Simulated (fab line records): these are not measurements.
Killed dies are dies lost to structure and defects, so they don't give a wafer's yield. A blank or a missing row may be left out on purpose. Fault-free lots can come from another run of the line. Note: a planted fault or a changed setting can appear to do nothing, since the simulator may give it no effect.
fab line records -- flow sky130
record lots=6, wafers=18, lastDay=50
route steps=708 shown METAL5@671 PASSIVATION@681 PAD_OPEN@708
lots that met no fault: taken from a fault-free run of the same line
startH: start of the lot's first displayed wafer, in hours after the record's first day -- waitH: hours from the lot's prior step to this one -- " as in the row above -- L1.1+2: a row that stands for several wafers -- - no value, or no start given -- * or withheld: withheld -- < > ~ a bound
route shown NAME@n: names a module that has steps shown in the file, with the first one's number in the route -- usual: mean/standard deviation of fault-free wafers -- same: alike in all rows -- chamber/n: place in a boat -- sites: each site's reading -- _std_site: standard deviation of those values -- _edge_site: outer sites' mean less inner sites' -- radiusMm: how far each site lies from the wafer's centre -- mask NAME#n: copy n -- behind: tool/chamber where the wafer was last shaped -- hold: reason for holding the lot/hours on hold/outcome of the hold -- device: the n, p or np transistor that did not switch -- end of line: the same wafers' tests at the end of the route -- a step given without rows: its recipe and nothing more -- killed: not the wafer's yield, but the dies lost to structure and defects at the first sort -- map: the dies of a wafer, with x for killed, . for not killed, _ for no die there
set.NAME: setting as actually run; set.NAME@STEP: the setting as run at that earlier step -- model.NAME: the simulator's own value behind a step, which no gauge read
lots at selected steps of the route; one table per step, one row per wafer
services: from which hour (startH, from the record's first day; less than 0 if before it) a tool's chamber was out of use, for how many hours, and why
## steps
# step SKY_METAL5_SOFTBAKE_10
# recipe tempC=90, timeS=60, resist=NOVOLAK
# step SKY_METAL5_EXPOSE_11
# recipe maskId=MM5, na=0.6, sourceShape=conventional, sigmaOuter=0.6, polarization=unpolarized, targetCdNm=1600, doseMj=190
# step SKY_METAL5_PEB_12
# recipe tempC=withheld, timeS=*, resist=NOVOLAK
# step SKY_METAL5_DEVELOP_13
# recipe resist=NOVOLAK, developer=TMAH, developTimeS=60, devTempC=23
# step SKY_METAL5_DESCUM_14
# recipe chemistry=O2, sourcePowerW=150, biasPowerW=0, pressureMtorr=10, tempC=40, timeS=11
# usual drypumpMotorCurrentA=6.0/0.53, oesProductAu=0.997/0.012
lot.wafer,tool,chamber,startH,waitH,drypumpMotorCurrentA,oesProductAu,rfHoursCounterH
L481.3,rieMetal-04,1,1072.63,0.1,6.1,0.985,-
L481.5,rieMetal-04,0,1072.63,0.1,5.1,0.991,-
L481.6,rieMetal-04,1,1072.63,0.1,6.1,0.981,-
L482.1,rieMetal-04,0,1073.31,0.1,5.1,0.997,22
L482.4,rieMetal-04,1,1073.31,0.1,6.1,0.978,-
L482.5,rieMetal-04,1,1073.31,0.1,6.1,0.979,-
L486.2,rieMetal-02,1,1087.12,0.1,6.4,0.995,18
L486.3,rieMetal-02,1,1087.12,0.1,6.4,1.010,-
L486.4,rieMetal-02,0,1087.12,0.1,5.8,1.005,-
L485.1,rieMetal-03,1,1087.56,0.1,6.8,0.997,8
L485.3,rieMetal-03,1,1087.56,0.1,6.7,0.998,-
L485.6,rieMetal-03,0,1087.56,0.1,5.9,1.006,-
L488.1,rieMetal-04,0,1101.52,0.1,5.1,1.003,25
L488.4,rieMetal-04,1,1101.52,0.1,6.1,0.980,-
L488.5,rieMetal-04,1,1101.52,0.1,6.1,0.973,-
L498.2,rieMetal-03,1,1163.22,0.1,6.8,1.001,16
L498.3,rieMetal-03,1,1163.22,0.1,6.7,0.998,-
L498.5,rieMetal-03,1,1163.22,0.1,6.8,1.007,-
# step SKY_METAL5_METAL_ETCH_15
# recipe targetDepthA=12600, stopOn=SiO2, overEtchFrac=0.2, timeS=252, chemistry=Cl2/BCl3, resistSidewallDeg=86, pressureMtorr=10, icpW=900, biasW=48.5, Cl2_flow_sccm=60, bcl3FlowSccm=30
# usual bcl3FlowSccm=30.02/0.096, drypumpMotorCurrentA=6.0/0.54, oesProductAu=0.894/0.0049, throttleValvePct=22.265/0.0091
lot.wafer,tool,chamber,startH,waitH,bcl3FlowSccm,drypumpMotorCurrentA,oesProductAu,rfHoursCounterH,throttleValvePct
L481.3,rieMetal-04,1,1072.73,0.1,30.04,6.1,0.897,-,22.266
L481.5,rieMetal-04,0,1072.73,0.1,30.13,5.1,0.894,-,22.263
L481.6,rieMetal-04,1,1072.73,0.1,29.94,6.1,0.897,-,22.261
L482.1,rieMetal-04,0,1073.35,0.0,29.80,5.1,0.891,22,22.265
L482.4,rieMetal-04,1,1073.35,0.0,30.03,6.1,0.893,-,22.262
L482.5,rieMetal-04,1,1073.35,0.0,30.04,6.1,0.888,-,22.275
L486.2,rieMetal-02,1,1087.16,0.0,29.93,6.4,0.903,18,22.264
L486.3,rieMetal-02,1,1087.16,0.0,30.06,6.4,0.893,-,22.259
L486.4,rieMetal-02,0,1087.16,0.0,29.99,5.8,0.898,-,22.273
L485.1,rieMetal-03,1,1087.60,0.0,29.87,6.8,0.899,8,22.265
L485.3,rieMetal-03,1,1087.60,0.0,29.95,6.7,0.890,-,22.266
L485.6,rieMetal-03,0,1087.60,0.0,29.95,5.9,0.890,-,22.254
L488.1,rieMetal-04,0,1101.55,0.0,30.06,5.1,0.898,25,22.265
L488.4,rieMetal-04,1,1101.55,0.0,30.11,6.1,0.894,-,22.273
L488.5,rieMetal-04,1,1101.55,0.0,30.06,6.1,0.897,-,22.263
L498.2,rieMetal-03,1,1163.26,0.0,30.01,6.8,0.892,16,22.260
L498.3,rieMetal-03,1,1163.26,0.0,29.91,6.7,0.898,-,22.255
L498.5,rieMetal-03,1,1163.26,0.0,29.96,6.7,0.901,-,22.264
# step SKY_METAL5_STRIP_16
# recipe chemistry=O2/N2, powerW=1400, pressureMtorr=1500, platenTempC=withheld, o2FlowSccm=3000, n2FlowSccm=300, overashFraction=0.5
# usual drypumpMotorCurrentA=5.8/0.58, n2FlowSccm=300.2/0.97, oesProductAu=0.710/0.0045, stripTimeToEndpointS=13.08/0.16
# same overashFraction=0.5
lot.wafer,tool,chamber,startH,waitH,drypumpMotorCurrentA,n2FlowSccm,oesProductAu,rfHoursCounterH,stripTimeToEndpointS
L481.3,plasmaAsher-03,1,1072.92,0.1,6.0,299.9,0.707,-,13.24
L481.5,plasmaAsher-03,1,1072.92,0.1,6.0,301.5,0.712,-,13.11
L481.6,plasmaAsher-03,0,1072.92,0.1,4.9,300.9,0.705,-,13.20
L482.1,plasmaAsher-03,0,1073.58,0.2,4.9,299.0,0.707,33,13.07
L482.4,plasmaAsher-03,1,1073.58,0.2,6.0,298.7,0.707,-,13.23
L482.5,plasmaAsher-03,1,1073.58,0.2,6.0,300.8,0.710,-,13.25
L486.2,plasmaAsher-04,1,1087.39,0.2,6.6,300.5,0.710,2,12.91
L486.3,plasmaAsher-04,1,1087.39,0.2,6.7,301.4,0.711,-,13.03
L486.4,plasmaAsher-04,0,1087.39,0.2,6.6,301.7,0.715,-,13.00
L485.1,plasmaAsher-04,1,1087.83,0.2,6.7,299.8,0.718,2,12.98
L485.3,plasmaAsher-04,0,1087.83,0.2,6.6,300.7,0.710,-,12.91
L485.6,plasmaAsher-04,0,1087.83,0.2,6.6,300.7,0.709,-,12.82
L488.1,plasmaAsher-02,1,1101.79,0.2,5.7,300.0,0.711,66,12.98
L488.4,plasmaAsher-02,0,1101.79,0.2,5.7,301.6,0.706,-,13.19
L488.5,plasmaAsher-02,0,1101.79,0.2,5.7,301.2,0.709,-,13.19
L498.2,plasmaAsher-02,1,1163.49,0.2,5.7,300.3,0.702,73,12.82
L498.3,plasmaAsher-02,1,1163.49,0.2,5.7,298.2,0.713,-,12.80
L498.5,plasmaAsher-02,1,1163.49,0.2,5.6,299.1,0.714,-,12.82
# step SKY_METAL5_STRIP_17
# recipe chemistry=postEtchResidueRemover, timeS=1200, tempC=72.5
# step SKY_METAL5_CLEAN_18
# recipe chemistry=IPA, timeS=180, tempC=25
# step SKY_METAL5_CLEAN_19
# recipe chemistry=O3/DIW, dry=n2Spin
# step SKY_PASSIVATION_CVD_00
# recipe material=SiO2, targetThkNm=90, tempC=400, timeS=withheld, rfW=600
# usual heaterPowerOuterW=374/57, heaterPowerW=652/88
lot.wafer,tool,chamber,startH,waitH,heaterPowerOuterW,heaterPowerW
L481.3,pecvd-03,0,1073.52,0.0,348,670
L481.5,pecvd-03,2,1073.52,0.0,271,504
L481.6,pecvd-03,0,1073.52,0.0,363,679
L482.1,pecvd-01,0,1074.22,0.0,364,632
L482.4,pecvd-01,1,1074.22,0.0,389,708
L482.5,pecvd-01,0,1074.22,0.0,373,659
L486.2,pecvd-01,0,1088.35,0.0,367,642
L486.3,pecvd-01,2,1088.35,0.0,350,565
L486.4,pecvd-01,2,1088.35,0.0,357,560
L485.1,pecvd-03,2,1088.54,0.0,344,607
L485.3,pecvd-03,1,1088.54,0.0,334,574
L485.6,pecvd-03,1,1088.54,0.0,332,601
L488.1,pecvd-01,1,1102.38,0.0,431,760
L488.4,pecvd-01,1,1102.38,0.0,313,604
L488.5,pecvd-01,0,1102.38,0.0,360,641
L498.2,pecvd-04,2,1164.08,0.0,439,725
L498.3,pecvd-04,0,1164.08,0.0,477,821
L498.5,pecvd-04,1,1164.08,0.0,361,657
# step SKY_PASSIVATION_THK_MEAS_01
# recipe reads=SiO2_of_PASSIVATION_CVD_00
# usual PASSIVATION_CVD_00_THK=89.6/1.2
lot.wafer,tool,chamber,startH,waitH,PASSIVATION_CVD_00_THK[nm]
L481.3,filmMetro-02,-,1073.56,-,90.6
L481.5,filmMetro-02,-,1073.56,-,91.3
L481.6,filmMetro-02,-,1073.56,-,91.4
L482.1,filmMetro-01,-,1074.24,-,87.4
L482.4,filmMetro-01,-,1074.24,-,88.9
L482.5,filmMetro-01,-,1074.24,-,89.5
L486.2,filmMetro-03,-,1088.38,-,87.4
L486.3,filmMetro-03,-,1088.38,-,87.6
L486.4,filmMetro-03,-,1088.38,-,88.2
L485.1,filmMetro-03,-,1088.56,-,89.0
L485.3,filmMetro-03,-,1088.56,-,88.6
L485.6,filmMetro-03,-,1088.56,-,91.0
L488.1,filmMetro-01,-,1102.40,-,87.5
L488.4,filmMetro-01,-,1102.40,-,90.0
L488.5,filmMetro-01,-,1102.40,-,89.7
L498.2,filmMetro-03,-,1164.12,-,88.4
L498.3,filmMetro-03,-,1164.12,-,87.7
L498.5,filmMetro-03,-,1164.12,-,90.3
# step SKY_PASSIVATION_CVD_02
# recipe material=Si3N4, targetThkNm=540, tempC=400, timeS=withheld, rfW=450
# usual heaterPowerOuterW=410/66, heaterPowerW=705/98
lot.wafer,tool,chamber,startH,waitH,heaterPowerOuterW,heaterPowerW
L481.3,pecvd-04,0,1073.60,0.0,517,870
L481.5,pecvd-04,2,1073.60,0.0,568,870
L481.6,pecvd-04,1,1073.60,0.0,373,677
L482.1,pecvd-03,0,1074.30,0.1,341,661
L482.4,pecvd-03,2,1074.30,0.1,404,675
L482.5,pecvd-03,1,1074.30,0.1,375,645
L486.2,pecvd-04,2,1088.43,0.0,-,-
L486.3,pecvd-04,0,1088.43,0.0,-,-
L486.4,pecvd-04,1,1088.43,0.0,-,-
L485.1,pecvd-01,2,1088.62,0.1,-,-
L485.3,pecvd-01,1,1088.62,0.1,-,-
L485.6,pecvd-01,1,1088.62,0.1,-,-
L488.1,pecvd-03,2,1102.46,0.1,353,602
L488.4,pecvd-03,0,1102.46,0.1,375,722
L488.5,pecvd-03,2,1102.46,0.1,365,653
L498.2,pecvd-01,0,1164.17,0.0,452,748
L498.3,pecvd-01,1,1164.17,0.0,422,734
L498.5,pecvd-01,0,1164.17,0.0,477,784
# step SKY_PAD_OPEN_PROBE_99
# usual defectLimitedYield=82.5/1.9, killed_at_M0_to_M3=43/6.7, killed_at_M4_up=3.2/1.9, killedAtContacts=24/5.9, killedAtFrontEnd=15/4.1, killedAtOther=0.3/0.56, killedDies=86/9.5, killedOnRim=17/3.7, killedOpen=47/7.4, killedShort=39/5.5, sort_bin_3_pad_short=0.8/0.4, sort_bin_5_function=10.4/1.4, sort_bin_6_memory=6.2/1.2, sortNPass=406/9.5, sortYieldPct=82.5/1.9
# same grossDies=492, killedAtBackSide=0, sort_bin_4_leakage[%]=0, sort_bin_8_speed[%]=0
lot.wafer,tool,chamber,startH,waitH,defectLimitedYield[%],killed_at_M0_to_M3,killed_at_M4_up,killedAtContacts,killedAtFrontEnd,killedAtOther,killedDies,killedOnRim,killedOpen,killedShort,sort_bin_3_pad_short[%],sort_bin_5_function[%],sort_bin_6_memory[%],sortNPass,sortYieldPct[%]
L481.3,prober-02,-,1117.67,0.2,80.5,52,1,27,14,2,96,20,55,41,1.8,11.4,6.3,396,80.5
L481.5,prober-02,-,1117.77,0.2,83.7,39,4,25,12,0,80,12,37,43,0.4,9.3,6.5,412,83.7
L481.6,prober-02,-,1117.82,0.2,81.5,49,2,24,16,0,91,14,52,39,0.8,12.2,5.5,401,81.5
L482.1,prober-01,-,1118.29,0.1,84.1,39,3,21,15,0,78,16,38,40,1.4,9.8,4.7,414,84.1
L482.4,prober-01,-,1118.44,0.2,80.9,41,8,31,14,0,94,13,48,46,1.2,9.1,8.7,398,80.9
L482.5,prober-01,-,1118.49,0.2,81.9,42,1,25,19,2,89,17,43,46,0.6,9.6,7.9,403,81.9
L488.1,prober-01,-,1143.88,0.1,85.2,39,4,19,11,0,73,11,36,37,0.6,8.9,5.3,419,85.2
L488.4,prober-01,-,1144.03,0.2,83.1,36,1,34,12,0,83,10,40,43,0.4,10.6,5.9,409,83.1
L488.5,prober-01,-,1144.08,0.2,83.1,45,5,22,11,0,83,24,47,36,0.4,11.2,5.3,409,83.1
L498.2,prober-01,-,1198.84,0.1,82.3,43,4,23,17,0,87,19,53,34,0.6,12.8,4.3,405,82.3
L498.3,prober-01,-,1198.89,0.2,80.7,58,1,20,15,1,95,19,64,31,0.4,10.4,8.5,397,80.7
L498.5,prober-01,-,1198.99,0.2,82.7,35,4,27,19,0,85,24,55,30,0.4,9.6,7.3,407,82.7
# killed by level:class
L481.3 VIA1:geometricParticle:open=14 CONTACT:geometricParticle:open=12 VIA2:geometricParticle:open=7 LI_CONTACT:geometricParticle:open=6 METAL1:geometricParticle:short=6 CONTACT:geometricParticle:short=5 METAL2:geometricParticle:short=5 VIA1:geometricParticle:short=4
L481.5 CONTACT:geometricParticle:short=8 METAL2:geometricParticle:short=8 VIA2:geometricParticle:open=7 VIA1:geometricParticle:open=7 LI_CONTACT:geometricParticle:open=6 LOCAL_INTERCONNECT:geometricParticle:short=5 CONTACT:geometricParticle:open=5 VIA3:geometricParticle:open=5
L481.6 CONTACT:geometricParticle:open=11 VIA1:geometricParticle:open=10 VIA3:geometricParticle:open=9 METAL1:geometricParticle:short=8 FIELD_ISO:geometricParticle:short=5 LOCAL_INTERCONNECT:geometricParticle:short=5 VIA1:geometricParticle:short=5 VIA2:geometricParticle:open=5
L482.1 METAL2:geometricParticle:short=10 CONTACT:geometricParticle:open=9 VIA1:geometricParticle:open=7 FIELD_ISO:geometricParticle:open=6 METAL1:geometricParticle:short=6 LOCAL_INTERCONNECT:geometricParticle:short=5 FIELD_ISO:geometricParticle:short=3 LI_CONTACT:geometricParticle:open=3
L482.4 CONTACT:geometricParticle:open=11 CONTACT:geometricParticle:short=6 METAL2:geometricParticle:short=6 LI_CONTACT:geometricParticle:open=5 VIA1:geometricParticle:open=5 VIA1:geometricParticle:short=5 VIA2:geometricParticle:open=5 VIA3:geometricParticle:open=5
L482.5 CONTACT:geometricParticle:open=10 VIA2:geometricParticle:open=8 METAL1:geometricParticle:short=7 METAL2:geometricParticle:short=7 POLY_GATE:geometricParticle:open=6 VIA1:geometricParticle:open=5 LOCAL_INTERCONNECT:geometricParticle:short=5 FIELD_ISO:geometricParticle:short=4
L488.1 CONTACT:geometricParticle:open=8 METAL2:geometricParticle:short=7 VIA3:geometricParticle:open=7 METAL1:geometricParticle:short=6 LOCAL_INTERCONNECT:geometricParticle:short=5 VIA2:geometricParticle:open=5 FIELD_ISO:geometricParticle:open=4 VIA3:geometricParticle:short=4
L488.4 CONTACT:geometricParticle:open=10 CONTACT:geometricParticle:short=9 FIELD_ISO:geometricParticle:open=6 LOCAL_INTERCONNECT:geometricParticle:short=6 METAL2:geometricParticle:short=6 VIA2:geometricParticle:open=6 LI_CONTACT:geometricParticle:short=5 VIA1:geometricParticle:short=4
L488.5 CONTACT:geometricParticle:open=10 VIA2:geometricParticle:open=9 LI_CONTACT:geometricParticle:open=7 VIA3:geometricParticle:open=7 VIA1:geometricParticle:open=7 METAL2:geometricParticle:short=7 LOCAL_INTERCONNECT:geometricParticle:short=4 METAL4:geometricParticle:short=4
L498.2 VIA3:geometricParticle:open=10 CONTACT:geometricParticle:open=8 VIA1:geometricParticle:open=8 VIA2:geometricParticle:open=6 POLY_GATE:geometricParticle:open=5 LI_CONTACT:geometricParticle:open=5 FIELD_ISO:geometricParticle:open=4 FIELD_ISO:geometricParticle:short=4
L498.3 VIA1:geometricParticle:open=13 VIA2:geometricParticle:open=12 VIA3:geometricParticle:open=11 CONTACT:geometricParticle:open=10 METAL2:geometricParticle:short=6 SPACER:geometricParticle:short=4 FIELD_ISO:geometricParticle:open=3 FIELD_ISO:geometricParticle:short=3
L498.5 CONTACT:geometricParticle:open=12 VIA1:geometricParticle:open=10 FIELD_ISO:geometricParticle:open=9 LI_CONTACT:geometricParticle:open=8 VIA3:geometricParticle:open=5 CONTACT:geometricParticle:short=4 VIA1:geometricParticle:short=4 VIA2:geometricParticle:open=4
## services
tool,chamber,startH,hours,kind
plasmaAsher-04,-,1055.25,9.0,pm
plasmaAsher-04,0,1055.25,9.0,ventCycle
plasmaAsher-04,1,1055.25,9.0,ventCycle
plasmaAsher-04,0,1064.25,-,clean
plasmaAsher-04,1,1064.25,-,clean
pecvd-01,-,1085.50,2.8,pm
plasmaAsher-03,-,1120.43,19.1,repair
pecvd-01,1,1120.64,6.3,repair
rieMetal-03,0,1131.18,24.8,repair
rieMetal-04,1,1133.55,2.5,repair
pecvd-01,0,1135.73,5.5,scheduledDown
pecvd-04,-,1141.45,0.4,repair
plasmaAsher-04,-,1142.56,7.4,repair
rieMetal-04,-,1145.15,2.8,pm
rieMetal-04,0,1149.51,-,clean
rieMetal-04,0,1149.51,-,consumableReplace:focusRing
rieMetal-04,0,1149.51,19.4,scheduledDown
rieMetal-04,0,1149.51,19.4,ventCycle
pecvd-03,1,1158.49,2.1,scheduledDown
pecvd-01,2,1161.30,5.5,scheduledDown
## key
firstSign step=SKY_PASSIVATION_CVD_02, reading=toolRecord, direction=missing
effect none on later readings
metAt SKY_PASSIVATION_CVD_02
struckWafers L485.1,L485.3,L485.6,L486.2,L486.3,L486.4
scrappedBehind SKY_PASSIVATION_THK_MEAS_03 L485.1,L485.3,L485.6,L486.2,L486.3,L486.4
onsetBetween 1073.60 1088.43
fault kind=skippedStepWhole, tool=pecvd-01,pecvd-04, chamber=-, onsetH=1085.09, steps=SKY_PASSIVATION_CVD_02, scope=struckLotsOnly
